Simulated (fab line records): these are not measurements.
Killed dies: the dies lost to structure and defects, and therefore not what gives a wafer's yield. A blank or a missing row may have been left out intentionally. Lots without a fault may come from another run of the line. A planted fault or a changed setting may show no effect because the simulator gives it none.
fab line records | flow sky130
record: lots: 12 | wafers: 35 | lastDay: 50
route steps=708 shown VT_ADJUST_LVTN@115 POLY_CUT@316 VIA1@458
lots untouched by any fault: they come from a run of this same line in which no faults occurred
startH: the number of hours between the record's first day and the start of the first shown wafer of the lot | waitH: hours elapsed since this lot's preceding step | " same as the row above | L1.1+2: several wafers, shown together as one row | - value missing, or start not given | * or withheld: withheld | < > ~ a bound
route shown NAME@n: a module of which the file shows steps, and the number in the route of the first | usual: mean/standard deviation of fault-free wafers | same: alike in all rows | chamber/n: place in a boat | sites: the reading at each site | _std_site: the standard deviation of these | _edge_site: outer sites' mean less inner sites' | radiusMm: how far each site lies from the wafer's centre | mask NAME#n: copy n | behind: tool/chamber where the wafer was last shaped | hold: what put the lot on hold/how long, in hours/how the hold closed | device: which transistor (n, p or np) failed to switch | end of line: at the end of the route, the tests of the same wafers | where a step has no rows: the recipe by itself | killed: at the first sort, the dies lost to defects and structure; wafer yield is something else | map: per-die view of a wafer (x killed, . not killed, _ where there is no die)
set.NAME: the setting as run; set.NAME@STEP: as run at that earlier step | model.NAME: the simulator's own value behind a step, which no gauge read
steps of the route over a sample of lots; a table a step, a row a wafer
services: when a tool's chamber went out of use (startH, in hours from the record's first day, below 0 if earlier), for how many hours, and the reason
== steps ==
step: SKY_VT_ADJUST_LVTN_OVL_MEAS_18
usual: VT_ADJUST_LVTN_01_OVL: -0.3/1.6
lot.wafer | tool       | chamber | startH | waitH | VT_ADJUST_LVTN_01_OVL[nm]
L270.1    | overlay-02 | -       | 170.71 | 0.1   | -2.7
L270.2    | "          | -       | "      | "     | -1.7
L270.3    | "          | -       | "      | "     | -1.3
L271.2    | overlay-02 | -       | 187.62 | 0.1   | 0.3
L271.3    | "          | -       | "      | "     | 0.7
L271.4    | "          | -       | "      | "     | -0.9
L272.1    | overlay-01 | -       | 198.14 | 0.1   | -4.2
L272.4    | "          | -       | "      | "     | -2.8
L272.6    | "          | -       | "      | "     | -4.6
L274.2    | overlay-02 | -       | 208.07 | 0.1   | 0.7
L274.5    | "          | -       | "      | "     | -1.1
L274.6    | "          | -       | "      | "     | -1.0
L275.1    | overlay-01 | -       | 209.31 | 0.1   | -0.9
L275.2    | "          | -       | "      | "     | -1.8
L275.6    | "          | -       | "      | "     | -0.9
L277.1    | overlay-01 | -       | 222.61 | 0.1   | -0.4
L277.4    | "          | -       | "      | "     | -0.6
L277.6    | "          | -       | "      | "     | -1.2
L278.1    | overlay-02 | -       | 225.46 | 0.1   | 0.4
L278.2    | "          | -       | "      | "     | 0.2
L278.4    | "          | -       | "      | "     | -1.2
L280.1    | overlay-02 | -       | 232.96 | 0.1   | 0.8
L280.3    | "          | -       | "      | "     | 0.2
L280.5    | "          | -       | "      | "     | 0.9
L279.2    | overlay-02 | -       | 233.27 | 0.1   | -2.3
L279.4    | "          | -       | "      | "     | -2.1
L279.5    | "          | -       | "      | "     | -1.8
L282.3    | overlay-02 | -       | 245.51 | 0.1   | -0.3
L282.4    | "          | -       | "      | "     | -1.2
L282.5    | "          | -       | "      | "     | -0.2
L287.1    | overlay-02 | -       | 282.79 | 0.1   | -0.1
L287.3    | "          | -       | "      | "     | 1.6
L291.1    | overlay-01 | -       | 308.11 | 0.1   | 0.8
L291.5    | "          | -       | "      | "     | 2.0
L291.6    | "          | -       | "      | "     | 1.6
step: SKY_POLY_CUT_OVL_MEAS_09
usual: POLY_CUT_OVL: 2/4.6
lot.wafer | tool       | chamber | startH | waitH | POLY_CUT_OVL[nm]
L270.1    | overlay-01 | -       | 576.80 | 0.1   | -1
L270.2    | "          | -       | "      | "     | 0
L270.3    | "          | -       | "      | "     | 0
L271.2    | overlay-01 | -       | 600.28 | 0.1   | -2
L271.3    | "          | -       | "      | "     | 3
L271.4    | "          | -       | "      | "     | 2
L272.1    | overlay-02 | -       | 604.04 | 0.1   | -7
L272.4    | "          | -       | "      | "     | -5
L272.6    | "          | -       | "      | "     | -3
L275.1    | overlay-02 | -       | 617.64 | 0.1   | -5
L275.2    | "          | -       | "      | "     | -2
L275.6    | "          | -       | "      | "     | -5
L274.2    | overlay-01 | -       | 619.44 | 0.1   | 8
L274.5    | "          | -       | "      | "     | 7
L274.6    | "          | -       | "      | "     | 13
L277.1    | overlay-02 | -       | 630.64 | 0.1   | 3
L277.4    | "          | -       | "      | "     | 2
L277.6    | "          | -       | "      | "     | 7
L278.1    | overlay-01 | -       | 642.66 | 0.1   | 2
L278.2    | "          | -       | "      | "     | 6
L278.4    | "          | -       | "      | "     | 7
L279.2    | overlay-02 | -       | 654.52 | 0.1   | 7
L279.4    | "          | -       | "      | "     | 6
L279.5    | "          | -       | "      | "     | 8
L280.1    | overlay-02 | -       | 654.89 | 0.1   | 5
L280.3    | "          | -       | "      | "     | 4
L280.5    | "          | -       | "      | "     | 13
L282.3    | overlay-01 | -       | 665.14 | 0.1   | 1
L282.4    | "          | -       | "      | "     | -4
L282.5    | "          | -       | "      | "     | 1
L287.1    | overlay-02 | -       | 704.46 | 0.1   | 5
L287.3    | "          | -       | "      | "     | 3
L291.1    | overlay-01 | -       | 735.91 | 0.1   | -5
L291.5    | "          | -       | "      | "     | -2
L291.6    | "          | -       | "      | "     | -8
step: SKY_POLY_CUT_ETCH_10
recipe: chemistry: N2/H2 | target: BARC | ionEnergyEv: 200 | sourceW: 500 | biasW: 100 | pressureMtorr: 30 | n2FlowSccm: 100 | h2FlowSccm: 200 | stopOn: SiO2 | timeS: 45.9 | targetDepthA: 600
usual: chamberPressureMTorr: 29.999/0.028 | drypumpMotorCurrentA: 5.70/0.3 | h2FlowSccm: 200.0/0.63 | oesProductAu: 0.854/0.0046 | throttleValvePct: 13.226/0.0091
lot.wafer | tool       | chamber | startH | waitH | chamberPressureMTorr | drypumpMotorCurrentA | h2FlowSccm | oesProductAu | rfHoursCounterH | throttleValvePct
L270.1    | rieDiel-03 | 2       | 576.84 | 0.0   | 29.996               | 5.65                 | 200.0      | 0.859        | 77              | 13.233
L270.2    | "          | 1       | "      | "     | 30.013               | 5.51                 | 199.4      | 0.858        | 3               | 13.231
L270.3    | "          | 0       | "      | "     | 29.981               | 5.97                 | 199.9      | 0.855        | 25              | 13.228
L271.2    | rieDiel-04 | 3       | 600.31 | 0.0   | 30.031               | 5.59                 | 199.2      | 0.853        | 54              | 13.228
L271.3    | "          | 0       | "      | "     | 29.960               | 5.83                 | 200.6      | 0.860        | 17              | 13.229
L271.4    | "          | 2       | "      | "     | 30.044               | 5.57                 | 200.4      | 0.854        | 10              | 13.216
L272.1    | rieDiel-03 | 0       | 604.07 | 0.0   | 30.026               | 6.01                 | 199.7      | 0.853        | 26              | 13.217
L272.4    | "          | 1       | "      | "     | 29.949               | 5.54                 | 200.7      | 0.860        | -               | 13.198
L272.6    | "          | 0       | "      | "     | 29.956               | 5.99                 | 199.9      | 0.855        | -               | 13.221
L275.1    | rieDiel-04 | 2       | 617.67 | 0.0   | 30.028               | 5.62                 | 200.0      | 0.852        | 11              | 13.224
L275.2    | "          | 1       | "      | "     | 29.986               | 6.06                 | 200.3      | 0.846        | 7               | 13.225
L275.6    | "          | 2       | "      | "     | 30.006               | 5.60                 | 200.8      | 0.856        | -               | 13.229
L274.2    | rieDiel-03 | 3       | 619.47 | 0.0   | 30.030               | 5.80                 | 200.4      | 0.852        | 2               | 13.236
L274.5    | "          | 1       | "      | "     | 30.008               | 5.57                 | 200.0      | 0.853        | -               | 13.213
L274.6    | "          | 2       | "      | "     | 29.970               | 5.69                 | 200.0      | 0.857        | -               | 13.226
L277.1    | rieDiel-04 | 1       | 630.67 | 0.0   | 29.995               | 6.02                 | 199.6      | 0.848        | 8               | 13.243
L277.4    | "          | 3       | "      | "     | 29.985               | 5.52                 | 199.2      | 0.859        | 55              | 13.224
L277.6    | "          | 3       | "      | "     | 30.021               | 5.53                 | 199.4      | 0.849        | -               | 13.225
L278.1    | rieDiel-03 | 1       | 642.70 | 0.0   | 29.994               | 5.56                 | 200.3      | 0.859        | 5               | 13.225
L278.2    | "          | 0       | "      | "     | 29.960               | 6.01                 | 201.2      | 0.855        | 27              | 13.217
L278.4    | "          | 3       | "      | "     | 29.986               | 5.77                 | 199.4      | 0.854        | 2               | 13.225
L279.2    | rieDiel-03 | 2       | 654.55 | 0.0   | 29.994               | 5.66                 | 200.0      | 0.853        | 1               | 13.234
L279.4    | "          | 0       | "      | "     | 30.007               | 6.03                 | 200.2      | 0.849        | 27              | 13.228
L279.5    | "          | 0       | "      | "     | 30.015               | 6.02                 | 200.8      | 0.855        | -               | 13.234
L280.1    | rieDiel-02 | 2       | 654.92 | 0.0   | 30.016               | 5.15                 | 199.9      | 0.848        | 12              | 13.238
L280.3    | "          | 0       | "      | "     | 30.016               | 5.37                 | 199.6      | 0.855        | 52              | 13.231
L280.5    | "          | 0       | "      | "     | 30.003               | 5.35                 | 199.3      | 0.854        | -               | 13.224
L282.3    | rieDiel-03 | 3       | 665.16 | 0.0   | 30.004               | 5.77                 | 199.0      | 0.856        | 3               | 13.232
L282.4    | "          | 0       | "      | "     | 30.041               | 6.02                 | 199.1      | 0.861        | 27              | 13.229
L282.5    | "          | 1       | "      | "     | 30.020               | 5.52                 | 199.8      | 0.858        | -               | 13.210
L287.1    | rieDiel-04 | 2       | 704.50 | 0.0   | 30.015               | 5.64                 | 199.0      | 0.848        | 13              | 13.210
L287.3    | "          | 3       | "      | "     | 29.985               | 5.58                 | 200.3      | 0.852        | 57              | 13.248
L291.1    | rieDiel-03 | 1       | 735.95 | 0.0   | 29.978               | 5.51                 | 199.7      | 0.854        | 7               | 13.227
L291.5    | "          | 1       | "      | "     | 30.039               | 5.55                 | 199.8      | 0.851        | -               | 13.233
L291.6    | "          | 2       | "      | "     | 29.970               | 5.67                 | 199.7      | 0.859        | -               | 13.231
step: SKY_VIA1_HDPCVD_00
recipe: material: SiO2 | targetThkNm: 1030 | sigmaOpenFrac: 0.3 | timeS: 171.7 | tempC: 400 | sih4FlowSccm: 60 | pressureMtorr: 6
lot.wafer  | tool      | chamber | startH | waitH
L270.1+2+3 | hdpcvd-01 | 2,1,0   | 781.00 | 0.0
L271.2+3+4 | hdpcvd-01 | 2,0,0   | 802.60 | 0.0
L272.1+4+6 | hdpcvd-02 | 0,1,0   | 806.22 | 0.0
L275.1+2+6 | hdpcvd-02 | 0,2,0   | 814.83 | 0.0
L274.2+5+6 | hdpcvd-02 | 1,2,1   | 821.96 | 0.0
L277.1+4+6 | hdpcvd-02 | 2,0,2   | 829.20 | 0.0
L278.1+2+4 | hdpcvd-02 | 0,2,2   | 840.39 | 0.0
L279.2+4+5 | hdpcvd-01 | 2,2,1   | 851.25 | 0.0
L280.1+3+5 | hdpcvd-02 | 2,0,0   | 852.03 | 0.0
L282.3+4+5 | hdpcvd-01 | 0,1,2   | 861.38 | 0.0
L287.1+3   | hdpcvd-02 | 1,2     | 897.60 | 0.0
L291.1+5+6 | hdpcvd-01 | 1,2,0   | 929.08 | 0.0
step: SKY_VIA1_THK_MEAS_01
recipe: reads: SiO2_of_VIA1_HDPCVD_00
usual: VIA1_HDPCVD_THK: 1031/11
lot.wafer | tool         | chamber | startH | waitH | VIA1_HDPCVD_THK[nm]
L270.1    | filmMetro-01 | -       | 781.11 | 0.1   | 1047
L270.2    | "            | -       | "      | "     | 1034
L270.3    | "            | -       | "      | "     | 1032
L271.2    | filmMetro-01 | -       | 802.72 | 0.1   | 1029
L271.3    | "            | -       | "      | "     | 1021
L271.4    | "            | -       | "      | "     | 1027
L272.1    | filmMetro-01 | -       | 806.33 | 0.1   | 1056
L272.4    | "            | -       | "      | "     | 1045
L272.6    | "            | -       | "      | "     | 1056
L275.1    | filmMetro-02 | -       | 814.94 | 0.1   | 1032
L275.2    | "            | -       | "      | "     | 1034
L275.6    | "            | -       | "      | "     | 1029
L274.2    | filmMetro-01 | -       | 822.09 | 0.1   | 1042
L274.5    | "            | -       | "      | "     | 1027
L274.6    | "            | -       | "      | "     | 1020
L277.1    | filmMetro-03 | -       | 829.31 | 0.1   | 1020
L277.4    | "            | -       | "      | "     | 1040
L277.6    | "            | -       | "      | "     | 1035
L278.1    | filmMetro-02 | -       | 840.56 | 0.1   | 1011
L278.2    | "            | -       | "      | "     | 1009
L278.4    | "            | -       | "      | "     | 1010
L279.2    | filmMetro-01 | -       | 851.37 | 0.1   | 1029
L279.4    | "            | -       | "      | "     | 1020
L279.5    | "            | -       | "      | "     | 1008
L280.1    | filmMetro-03 | -       | 852.20 | 0.1   | 1044
L280.3    | "            | -       | "      | "     | 1042
L280.5    | "            | -       | "      | "     | 1054
L282.3    | filmMetro-02 | -       | 861.52 | 0.1   | 1023
L282.4    | "            | -       | "      | "     | 1011
L282.5    | "            | -       | "      | "     | 1024
L287.1    | filmMetro-01 | -       | 897.71 | 0.1   | 1040
L287.3    | "            | -       | "      | "     | 1550
L291.1    | filmMetro-03 | -       | 929.19 | 0.1   | 1012
L291.5    | "            | -       | "      | "     | 1026
L291.6    | "            | -       | "      | "     | 1028
== services ==
tool       | chamber | startH | hours | kind
hdpcvd-02  | -       | 561.26 | 0.7   | repair
hdpcvd-02  | -       | 571.19 | 4.3   | pm
rieDiel-02 | 2       | 576.73 | 7.0   | repair
hdpcvd-02  | -       | 583.09 | 14.6  | pm
hdpcvd-01  | 1       | 603.15 | 9.6   | repair
hdpcvd-01  | -       | 650.75 | 15.0  | pm
rieDiel-04 | 3       | 694.70 | 8.5   | repair
rieDiel-04 | 0       | 702.39 | 3.8   | repair
hdpcvd-01  | -       | 706.37 | 2.8   | pm
rieDiel-04 | 2       | 739.08 | 7.0   | repair
rieDiel-03 | 3       | 749.04 | 3.4   | repair
rieDiel-04 | -       | 779.40 | 14.6  | pm
rieDiel-03 | -       | 791.89 | 2.8   | pm
rieDiel-04 | 1       | 806.00 | 5.7   | repair
rieDiel-04 | 3       | 807.04 | 5.5   | repair
hdpcvd-01  | 0       | 811.99 | 4.4   | repair
hdpcvd-02  | 1       | 835.63 | 21.9  | repair
rieDiel-03 | 0       | 843.80 | 3.6   | repair
hdpcvd-02  | -       | 866.34 | 0.6   | repair
rieDiel-04 | 0       | 893.78 | 9.7   | repair
rieDiel-03 | 3       | 904.02 | 5.5   | repair
rieDiel-03 | 1       | 908.16 | 16.2  | repair
rieDiel-03 | -       | 911.16 | 0.6   | repair
rieDiel-04 | 1       | 922.40 | 5.0   | repair
== key ==
firstSign: step: SKY_VIA1_THK_MEAS_01 | reading: VIA1_HDPCVD_THK | direction: up | sigmas: 49 | usual: 1031 | struck: 1550
effect none on later readings
metAt SKY_VIA1_HDPCVD_00
struckLots L287
struckWafers L287.3
notActingAt SKY_VT_ADJUST_LVTN_OVL_MEAS_18,SKY_POLY_CUT_OVL_MEAS_09,SKY_POLY_CUT_ETCH_10
onsetBetween 852.03 897.60
fault: kind: processParameterDrift | tool: hdpcvd-02 | chamber: - | onsetH: 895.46 | steps: SKY_VIA1_HDPCVD_00 | channel: targetThkNm | offset: 535.93 | shape: step | endH: 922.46 | scope: struckWafersOnly | actsIn: theseRecipesOnly | stated: 1030
